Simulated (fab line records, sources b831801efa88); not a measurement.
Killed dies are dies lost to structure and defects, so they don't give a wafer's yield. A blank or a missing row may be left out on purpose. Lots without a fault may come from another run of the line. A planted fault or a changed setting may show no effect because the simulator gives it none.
fab line records | flow sky130
record lots=12 wafers=36 last_day=50
route steps=708 shown NWELL@78 METAL5@661 PAD_OPEN@708
lots that met no fault: from a run of the same line without faults
start_h: hours from the record's first day to the start of the lot's first wafer shown | wait_h: hours since the lot's step before | " the same as in the row above | L1.1+2: a row that stands for several wafers | - no value, or no start given | * or withheld: withheld | < > ~ a bound
route shown NAME@n: a module of which the file shows steps, and the number in the route of the first | usual: mean/standard deviation of fault-free wafers | same: alike in all rows | chamber/n: place in a boat | sites: the reading at each site | _std_site: their standard deviation | _edge_site: outer sites' mean less inner sites' | radius_mm: how far each site lies from the wafer's centre | mask NAME#n: copy n | behind: the tool/chamber that last shaped the wafer | hold: why the lot was held/for how many hours/how that ended | device: the transistor (n, p or np) that didn't switch | end of line: the same wafers' tests at the end of the route | a step without rows: its recipe alone | killed: dies lost to structure and defects at the first sort, not the wafer's yield | map: a wafer's dies, x killed, . not, _ none there
set.NAME: the setting as run; set.NAME@STEP: as run at that earlier step | model.NAME: the simulator's own value behind a step, which no gauge read
steps of the route over a sample of lots; a table a step, a row a wafer
services: from which hour (start_h, from the record's first day; less than 0 if before it) a tool's chamber was out of use, for how many hours, and why
## steps
# step SKY_NWELL_STRIP_25
# recipe chemistry=O2/N2 power_w=1400 pressure_mtorr=1500 platen_temp_c=withheld o2_flow_sccm=3000 n2_flow_sccm=300 overash_fraction=0.5
# usual drypump_motor_current_A=6.1/0.48 oes_product_au=0.723/0.0046 strip_time_to_endpoint_s=36.93/0.11
# same overash_fraction=0.5
# columns lot.wafer tool chamber start_h wait_h drypump_motor_current_A oes_product_au rf_hours_counter_h strip_time_to_endpoint_s
L438.4 plasma_asher-04 0 110.53 0.1 5.2 0.730 - 37.04
L438.5 " 1 " " 6.8 0.723 - 37.06
L438.6 " 0 " " 5.2 0.728 - 37.01
L439.1 plasma_asher-04 0 116.89 0.1 5.2 0.726 45 36.82
L439.2 " 1 " " 6.7 0.723 45 36.71
L439.4 " 0 " " 5.2 0.722 - 36.83
L440.4 plasma_asher-01 0 123.46 0.1 6.3 0.715 - 36.87
L440.5 " 0 " " 6.3 0.733 - 36.89
L440.6 " 1 " " 6.4 0.730 - 36.88
L443.1 plasma_asher-01 0 137.83 0.1 6.3 0.725 2 36.75
L443.2 " 1 " " 6.4 0.723 2 36.94
L443.6 " 0 " " 6.3 0.732 - 36.75
L445.2 plasma_asher-04 1 151.89 0.1 6.8 0.725 48 36.83
L445.4 " 0 " " 5.2 0.727 - 36.91
L445.6 " 0 " " 5.2 0.721 - 36.91
L446.1 plasma_asher-01 0 158.87 0.1 6.3 0.722 4 36.88
L446.2 " 1 " " 6.4 0.729 4 36.94
L446.3 " 1 " " 6.4 0.720 - 36.96
L447.2 plasma_asher-01 0 164.39 0.1 6.3 0.721 5 36.84
L447.3 " 1 " " 6.4 0.714 - 36.97
L447.4 " 0 " " 6.3 0.730 - 36.82
L452.1 plasma_asher-01 0 209.67 0.1 6.3 0.717 9 37.04
L452.4 " 1 " " 6.4 0.724 - 36.93
L452.5 " 0 " " 6.3 0.728 - 37.05
L448.1 plasma_asher-01 1 210.64 0.1 6.4 0.720 9 37.04
L448.2 " 0 " " 6.3 0.723 9 37.09
L448.5 " 0 " " 6.3 0.727 - 36.99
L449.1 plasma_asher-02 1 212.68 0.1 6.2 0.729 36 36.86
L449.2 " 0 " " 5.8 0.728 36 37.02
L449.3 " 0 " " 5.8 0.716 - 37.01
L456.2 plasma_asher-02 0 225.99 0.1 5.8 0.720 38 36.97
L456.4 " 0 " " 5.8 0.712 - 36.99
L456.6 " 1 " " 6.2 0.727 - 36.97
L459.4 plasma_asher-02 1 245.06 0.1 6.1 0.732 - 37.06
L459.5 " 1 " " 6.2 0.725 - 36.94
L459.6 " 0 " " 5.8 0.725 - 37.02
# step SKY_METAL5_SPUTTER_00
# recipe material=Ti target_thk_nm=15 power_w=3000 time_s=10 chamber_pressure_pa=0.4
# usual chamber_pressure_pa=0.4000/0.00088 throttle_valve_pct=29.5/0.99
# same time_s=10
# columns lot.wafer tool chamber start_h wait_h chamber_pressure_pa throttle_valve_pct
L438.4 pvd_sputter-03 - 1007.22 0.1 0.4008 29.8
L438.5 " - " " 0.4007 28.5
L438.6 " - " " 0.3985 29.2
L439.1 pvd_sputter-02 - 1013.96 0.1 0.3997 30.6
L439.2 " - " " 0.4010 30.4
L439.4 " - " " 0.4007 28.9
L440.4 pvd_sputter-03 - 1026.40 0.1 0.3998 29.8
L440.5 " - " " 0.4010 31.0
L440.6 " - " " 0.3984 30.1
L443.1 pvd_sputter-02 - 1041.07 0.1 0.4011 30.4
L443.2 " - " " 0.4005 29.5
L443.6 " - " " 0.4013 30.4
L445.2 pvd_sputter-01 - 1061.07 0.2 0.4010 27.5
L445.4 " - " " 0.4002 29.9
L445.6 " - " " 0.4008 27.3
L446.1 pvd_sputter-03 - 1067.27 0.1 0.4000 28.5
L446.2 " - " " 0.3988 30.3
L446.3 " - " " 0.3995 29.4
L447.2 pvd_sputter-03 - 1078.30 0.2 0.4011 29.4
L447.3 " - " " 0.4000 31.0
L447.4 " - " " 0.4000 30.0
L452.1 pvd_sputter-01 - 1111.79 0.1 0.4013 27.4
L452.4 " - " " 0.4005 28.1
L452.5 " - " " 0.4001 28.3
L448.1 pvd_sputter-01 - 1115.43 0.1 0.4004 29.4
L448.2 " - " " 0.4001 27.6
L448.5 " - " " 0.3987 29.7
L449.1 pvd_sputter-02 - 1121.13 0.2 0.3992 29.4
L449.2 " - " " 0.4005 30.8
L449.3 " - " " 0.4004 29.0
L456.2 pvd_sputter-02 - 1132.39 0.2 0.4008 29.1
L456.4 " - " " 0.3998 28.9
L456.6 " - " " 0.4008 29.4
L459.4 pvd_sputter-03 - 1147.35 0.2 0.3998 29.1
L459.5 " - " " 0.4004 29.9
L459.6 " - " " 0.4002 31.3
# step SKY_METAL5_SPUTTER_03
# recipe material=Ti target_thk_nm=5 power_w=3000 time_s=3.3 chamber_pressure_pa=0.4
# usual chamber_pressure_pa=0.3998/0.0013 throttle_valve_pct=29.5/1
# same time_s=3.3
# columns lot.wafer tool chamber start_h wait_h chamber_pressure_pa throttle_valve_pct
L438.4 pvd_sputter-03 - 1007.32 0.0 0.3994 30.1
L438.5 " - " " 0.4000 28.4
L438.6 " - " " 0.3990 29.3
L439.1 pvd_sputter-02 - 1014.06 0.0 0.4000 30.5
L439.2 " - " " 0.4001 30.9
L439.4 " - " " 0.4007 29.4
L440.4 pvd_sputter-03 - 1026.50 0.0 0.3993 30.0
L440.5 " - " " 0.3992 30.6
L440.6 " - " " 0.4001 30.0
L443.1 pvd_sputter-02 - 1041.17 0.0 0.4002 30.4
L443.2 " - " " 0.4005 29.4
L443.6 " - " " 0.4008 30.4
L445.2 pvd_sputter-01 - 1061.17 0.0 0.3999 27.5
L445.4 " - " " 0.3984 30.3
L445.6 " - " " 0.3997 27.4
L446.1 pvd_sputter-03 - 1067.37 0.0 0.3992 28.6
L446.2 " - " " 0.4002 29.9
L446.3 " - " " 0.3997 29.4
L447.2 pvd_sputter-03 - 1078.40 0.0 0.4003 29.3
L447.3 " - " " 0.4003 31.1
L447.4 " - " " 0.4006 29.9
L452.1 pvd_sputter-01 - 1111.89 0.0 0.3992 27.5
L452.4 " - " " 0.4014 28.3
L452.5 " - " " 0.4023 28.1
L448.1 pvd_sputter-01 - 1115.53 0.0 0.4004 29.5
L448.2 " - " " 0.3987 27.6
L448.5 " - " " 0.3993 29.7
L449.1 pvd_sputter-02 - 1121.23 0.0 0.4007 29.4
L449.2 " - " " 0.4012 30.8
L449.3 " - " " 0.3992 28.8
L456.2 pvd_sputter-02 - 1132.49 0.0 0.3984 29.3
L456.4 " - " " 0.4002 29.0
L456.6 " - " " 0.3981 29.2
L459.4 pvd_sputter-03 - 1147.45 0.0 0.3999 29.4
L459.5 " - " " 0.3997 29.7
L459.6 " - " " 0.4003 31.2
# step SKY_METAL5_DESCUM_14
# recipe chemistry=O2 source_power_w=150 bias_power_w=0 pressure_mtorr=10 temp_c=40 time_s=11
# usual drypump_motor_current_A=5.9/0.32 he_backside_leak_sccm=3.32/0.18 oes_product_au=0.991/0.0096
# same time_s=11
# columns lot.wafer tool chamber start_h wait_h drypump_motor_current_A he_backside_leak_sccm oes_product_au rf_hours_counter_h
L438.4 rie_metal-04 1 1029.81 0.1 6.4 3.44 0.982 -
L438.5 " 1 " " 6.3 3.43 0.974 -
L438.6 " 0 " " 6.1 3.18 0.989 -
L439.1 rie_metal-02 0 1035.94 0.1 5.9 3.29 0.981 20
L439.2 " 1 " " 5.5 3.38 0.995 14
L439.4 " 1 " " 5.6 3.36 0.989 -
L440.4 rie_metal-04 0 1048.52 0.1 6.1 3.20 0.988 -
L440.5 " 0 " " 6.1 3.14 0.982 -
L440.6 " 0 " " 6.1 3.11 0.989 -
L443.1 rie_metal-04 0 1063.15 0.1 6.1 3.10 0.988 18
L443.2 " 1 " " 6.3 3.60 0.980 15
L443.6 " 0 " " 6.1 3.17 0.994 -
L445.2 rie_metal-01 0 1081.91 0.1 5.5 3.45 0.994 20
L445.4 " 0 " " 5.5 3.28 0.999 -
L445.6 " 0 " " 5.5 3.43 1.001 -
L446.1 rie_metal-04 0 1087.39 0.1 6.1 3.05 0.973 19
L446.2 " 1 " " 6.3 3.60 0.974 16
L446.3 " 1 " " 6.3 3.50 0.973 -
L447.2 rie_metal-02 0 1098.15 0.1 5.9 3.13 1.009 1
L447.3 " 0 " " 5.9 3.02 1.002 -
L447.4 " 1 " " 5.5 3.39 0.991 -
L452.1 rie_metal-02 0 1130.81 0.1 5.9 3.23 1.006 3
L452.4 " 0 " " 5.9 3.29 1.006 -
L452.5 " 0 " " 5.9 3.11 1.011 -
L448.1 rie_metal-01 1 1134.79 0.1 6.2 3.06 0.991 12
L448.2 " 0 " " 5.5 3.58 0.997 24
L448.5 " 0 " " 5.5 3.57 0.998 -
L449.1 rie_metal-01 1 1139.69 0.1 6.2 3.31 0.997 13
L449.2 " 0 " " 5.5 3.48 0.997 25
L449.3 " 1 " " 6.2 3.33 0.993 -
L456.2 rie_metal-02 1 1151.01 0.1 5.5 3.26 0.997 24
L456.4 " 1 " " 5.5 3.47 0.978 -
L456.6 " 1 " " 5.5 3.32 0.975 -
L459.4 rie_metal-04 0 1166.20 0.1 6.1 3.28 0.987 -
L459.5 " 0 " " 6.1 3.26 0.981 -
L459.6 " 1 " " 6.3 3.48 0.966 -
# step SKY_PAD_OPEN_PROBE_99
# usual killed_at_M0_to_M3=43/7.3 killed_at_M4_up=3.4/1.7 killed_at_contacts=24/4.5 killed_at_front_end=16/4.4 killed_at_other=0.2/0.51 killed_dies=86/9.7 killed_on_rim=17/3.7 killed_open=46/6.6 killed_short=39/7.1
# same gross_dies=492 killed_at_back_side=0
# columns lot.wafer tool chamber start_h wait_h killed_at_M0_to_M3 killed_at_M4_up killed_at_contacts killed_at_front_end killed_at_other killed_dies killed_on_rim killed_open killed_short
L439.1 prober-01 - 1082.97 0.1 55 2 27 13 0 97 13 53 44
L439.2 prober-01 - 1083.02 0.1 55 1 22 15 0 93 18 52 41
L439.4 prober-01 - 1083.12 0.2 53 4 32 12 1 102 21 54 48
L443.1 prober-01 - 1106.73 0.1 51 3 22 7 0 83 21 45 38
L443.2 prober-01 - 1106.78 0.1 44 6 26 11 0 87 21 52 35
L443.6 prober-01 - 1106.98 0.2 47 7 21 23 0 98 24 59 39
L445.2 prober-01 - 1124.21 0.1 50 4 24 23 1 102 20 48 54
L445.4 prober-01 - 1124.31 0.2 59 2 20 14 0 95 22 48 47
L445.6 prober-01 - 1124.41 0.2 41 2 27 18 0 88 19 46 42
L447.2 prober-01 - 1139.22 0.1 37 6 20 19 0 82 13 38 43
L447.3 prober-01 - 1139.27 0.2 34 2 26 14 0 76 20 46 30
L447.4 prober-01 - 1139.32 0.2 39 4 26 19 0 88 18 50 38
L452.1 prober-01 - 1171.09 0.1 36 4 27 54 0 121 19 47 33
L452.4 prober-01 - 1171.24 0.2 53 4 25 43 0 125 32 63 41
L452.5 prober-01 - 1171.29 0.2 44 2 22 59 0 127 31 52 35
L448.1 prober-01 - 1175.43 0.1 38 3 22 38 0 101 30 37 38
L448.2 prober-01 - 1175.48 0.1 35 1 31 55 1 123 36 41 43
L448.5 prober-01 - 1175.63 0.2 34 2 26 62 1 125 28 35 40
L459.4 prober-01 - 1203.20 0.2 49 3 22 11 0 85 16 48 37
L459.5 prober-01 - 1203.25 0.2 36 3 25 16 0 80 19 42 37
L459.6 prober-01 - 1203.30 0.2 43 2 15 21 0 81 18 45 35
# killed by level:class
L439.1 VIA1:geometric_particle:open=15 LI_CONTACT:geometric_particle:open=11 CONTACT:geometric_particle:open=10 METAL2:geometric_particle:short=9 VIA1:geometric_particle:short=7 VIA3:geometric_particle:open=6 POLY_GATE:geometric_particle:short=5 METAL1:geometric_particle:short=5
L439.2 VIA1:geometric_particle:open=16 CONTACT:geometric_particle:open=11 VIA2:geometric_particle:open=10 VIA1:geometric_particle:short=9 VIA3:geometric_particle:open=5 POLY_GATE:geometric_particle:short=4 LI_CONTACT:geometric_particle:open=4 CONTACT:geometric_particle:short=4
L439.4 VIA2:geometric_particle:open=15 VIA1:geometric_particle:open=12 LI_CONTACT:geometric_particle:open=9 VIA1:geometric_particle:short=8 CONTACT:geometric_particle:short=6 LI_CONTACT:geometric_particle:short=6 POLY_GATE:geometric_particle:short=5 CONTACT:geometric_particle:open=5
L443.1 VIA1:geometric_particle:open=12 CONTACT:geometric_particle:open=9 VIA3:geometric_particle:open=8 VIA2:geometric_particle:open=7 METAL2:geometric_particle:short=6 LI_CONTACT:geometric_particle:open=5 METAL1:geometric_particle:short=5 LI_CONTACT:geometric_particle:short=4
L443.2 CONTACT:geometric_particle:open=11 VIA2:geometric_particle:open=11 VIA1:geometric_particle:open=10 VIA1:geometric_particle:short=7 LI_CONTACT:geometric_particle:open=6 LOCAL_INTERCONNECT:geometric_particle:short=5 METAL1:geometric_particle:short=4 VIA3:geometric_particle:open=4
L443.6 VIA2:geometric_particle:open=11 VIA1:geometric_particle:open=11 CONTACT:geometric_particle:open=9 VIA3:geometric_particle:open=7 METAL4:geometric_particle:short=6 FIELD_ISO:geometric_particle:open=5 METAL3:geometric_particle:short=5 SPACER:geometric_particle:open=4
L445.2 POLY_GATE:geometric_particle:short=11 VIA2:geometric_particle:open=10 VIA1:geometric_particle:short=8 VIA1:geometric_particle:open=8 CONTACT:geometric_particle:open=7 LI_CONTACT:geometric_particle:open=6 FIELD_ISO:geometric_particle:short=5 LI_CONTACT:geometric_particle:short=5
L445.4 VIA1:geometric_particle:open=12 VIA3:geometric_particle:open=10 VIA2:geometric_particle:short=9 LI_CONTACT:geometric_particle:open=8 VIA1:geometric_particle:short=8 VIA2:geometric_particle:open=7 METAL1:geometric_particle:short=5 FIELD_ISO:geometric_particle:open=4
L445.6 CONTACT:geometric_particle:open=9 VIA2:geometric_particle:open=8 CONTACT:geometric_particle:short=7 VIA1:geometric_particle:open=7 POLY_GATE:geometric_particle:short=6 METAL1:geometric_particle:short=6 VIA1:geometric_particle:short=6 VIA3:geometric_particle:open=5
L447.2 VIA2:geometric_particle:open=8 LI_CONTACT:geometric_particle:open=7 VIA3:geometric_particle:open=7 FIELD_ISO:geometric_particle:short=6 METAL1:geometric_particle:short=6 POLY_GATE:geometric_particle:short=5 CONTACT:geometric_particle:open=5 METAL2:geometric_particle:short=5
L447.3 CONTACT:geometric_particle:open=9 VIA1:geometric_particle:open=9 LI_CONTACT:geometric_particle:open=7 CONTACT:geometric_particle:short=6 VIA2:geometric_particle:open=6 VIA3:geometric_particle:open=6 POLY_GATE:geometric_particle:short=4 METAL2:geometric_particle:short=4
L447.4 VIA1:geometric_particle:open=14 CONTACT:geometric_particle:open=10 CONTACT:geometric_particle:short=6 VIA3:geometric_particle:open=6 FIELD_ISO:geometric_particle:short=5 FIELD_ISO:geometric_particle:open=5 POLY_GATE:geometric_particle:short=5 VIA3:geometric_particle:short=5
L452.1 NWELL:unspecified=41 LI_CONTACT:geometric_particle:open=11 VIA1:geometric_particle:open=8 CONTACT:geometric_particle:open=8 METAL1:geometric_particle:short=6 METAL2:geometric_particle:short=6 FIELD_ISO:geometric_particle:open=5 VIA3:geometric_particle:open=5
L452.4 NWELL:unspecified=21 VIA1:geometric_particle:open=13 FIELD_ISO:geometric_particle:open=8 CONTACT:geometric_particle:short=6 CONTACT:geometric_particle:open=6 VIA2:geometric_particle:open=6 LI_CONTACT:geometric_particle:open=5 METAL2:geometric_particle:short=5
L452.5 NWELL:unspecified=40 VIA1:geometric_particle:open=9 CONTACT:geometric_particle:open=8 VIA2:geometric_particle:open=8 METAL3:geometric_particle:short=7 LI_CONTACT:geometric_particle:open=6 CONTACT:geometric_particle:short=5 METAL2:geometric_particle:short=5
L448.1 NWELL:unspecified=25 VIA1:geometric_particle:open=9 CONTACT:geometric_particle:open=8 METAL2:geometric_particle:short=7 METAL1:geometric_particle:short=6 LI_CONTACT:geometric_particle:open=5 VIA2:geometric_particle:open=5 POLY_GATE:geometric_particle:short=4
L448.2 NWELL:unspecified=38 CONTACT:geometric_particle:open=8 VIA1:geometric_particle:open=7 LOCAL_INTERCONNECT:geometric_particle:short=6 CONTACT:geometric_particle:short=6 METAL2:geometric_particle:short=6 POLY_GATE:geometric_particle:short=5 LI_CONTACT:geometric_particle:short=4
L448.5 NWELL:unspecified=49 CONTACT:geometric_particle:open=10 CONTACT:geometric_particle:short=8 METAL2:geometric_particle:short=7 METAL3:geometric_particle:short=6 LI_CONTACT:geometric_particle:open=5 VIA3:geometric_particle:open=5 POLY_GATE:geometric_particle:short=4
L459.4 VIA1:geometric_particle:open=11 LI_CONTACT:geometric_particle:open=8 METAL2:geometric_particle:short=8 METAL1:geometric_particle:short=8 CONTACT:geometric_particle:open=7 VIA3:geometric_particle:open=6 FIELD_ISO:geometric_particle:open=4 VIA2:geometric_particle:short=4
L459.5 VIA1:geometric_particle:open=11 FIELD_ISO:geometric_particle:open=7 LOCAL_INTERCONNECT:geometric_particle:short=6 CONTACT:geometric_particle:open=6 VIA2:geometric_particle:open=5 LI_CONTACT:geometric_particle:open=5 POLY_GATE:geometric_particle:short=4 METAL1:geometric_particle:short=4
L459.6 VIA1:geometric_particle:open=14 VIA1:geometric_particle:short=8 METAL2:geometric_particle:short=8 FIELD_ISO:geometric_particle:short=6 POLY_GATE:geometric_particle:open=5 CONTACT:geometric_particle:open=5 LI_CONTACT:geometric_particle:open=4 VIA3:geometric_particle:open=4
## services
# columns tool chamber start_h hours kind
pvd_sputter-02 - 189.41 3.4 repair
pvd_sputter-03 - 284.11 4.1 repair
pvd_sputter-02 - 289.84 0.9 repair
pvd_sputter-03 - 367.39 5.3 repair
pvd_sputter-03 - 439.86 1.7 repair
pvd_sputter-03 - 481.15 9.1 repair
pvd_sputter-02 - 594.66 4.6 repair
pvd_sputter-02 - 595.77 2.3 repair
pvd_sputter-03 - 612.18 3.4 repair
pvd_sputter-03 - 628.99 0.6 repair
pvd_sputter-02 - 676.11 8.2 repair
pvd_sputter-02 - 743.03 1.1 repair
pvd_sputter-02 - 757.44 3.7 repair
pvd_sputter-02 - 782.71 1.2 repair
pvd_sputter-02 - 791.87 1.8 repair
pvd_sputter-02 - 802.97 4.8 repair
pvd_sputter-02 - 834.71 1.1 repair
pvd_sputter-02 - 887.64 3.4 repair
pvd_sputter-02 - 904.31 11.8 repair
pvd_sputter-03 - 995.72 0.8 repair
pvd_sputter-03 - 998.51 4.1 repair
pvd_sputter-03 - 1030.25 5.6 repair
pvd_sputter-03 - 1060.27 0.8 repair
pvd_sputter-03 - 1143.24 0.5 repair
## key
first_sign step=SKY_PAD_OPEN_PROBE_99 reading=killed_at_front_end direction=up sigmas=8.3 usual=16 struck=52
effect step=SKY_PAD_OPEN_PROBE_99 reading=killed_dies direction=up sigmas=3.6 usual=86 struck=120 wafers_moved=5
met_at SKY_NWELL_STRIP_25
struck_lots L448,L452
tester_left_out L448,L452
not_acting_at SKY_METAL5_SPUTTER_00,SKY_METAL5_SPUTTER_03,SKY_METAL5_DESCUM_14
onset_between 164.39 209.67
fault kind=chamber_particle_source tool=plasma_asher-01 chamber=- onset_h=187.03 steps=SKY_NWELL_STRIP_25 rate_per_visit_cm2=0.60164 end_h=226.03
# tester_left_out: of these lots the tester's yield and bins aren't shown, on N5 and GAA mostly nor the transistor test; their killed dies are dies lost to structure and defects alone, not to doping, threshold or leakage, so they don't give the yield
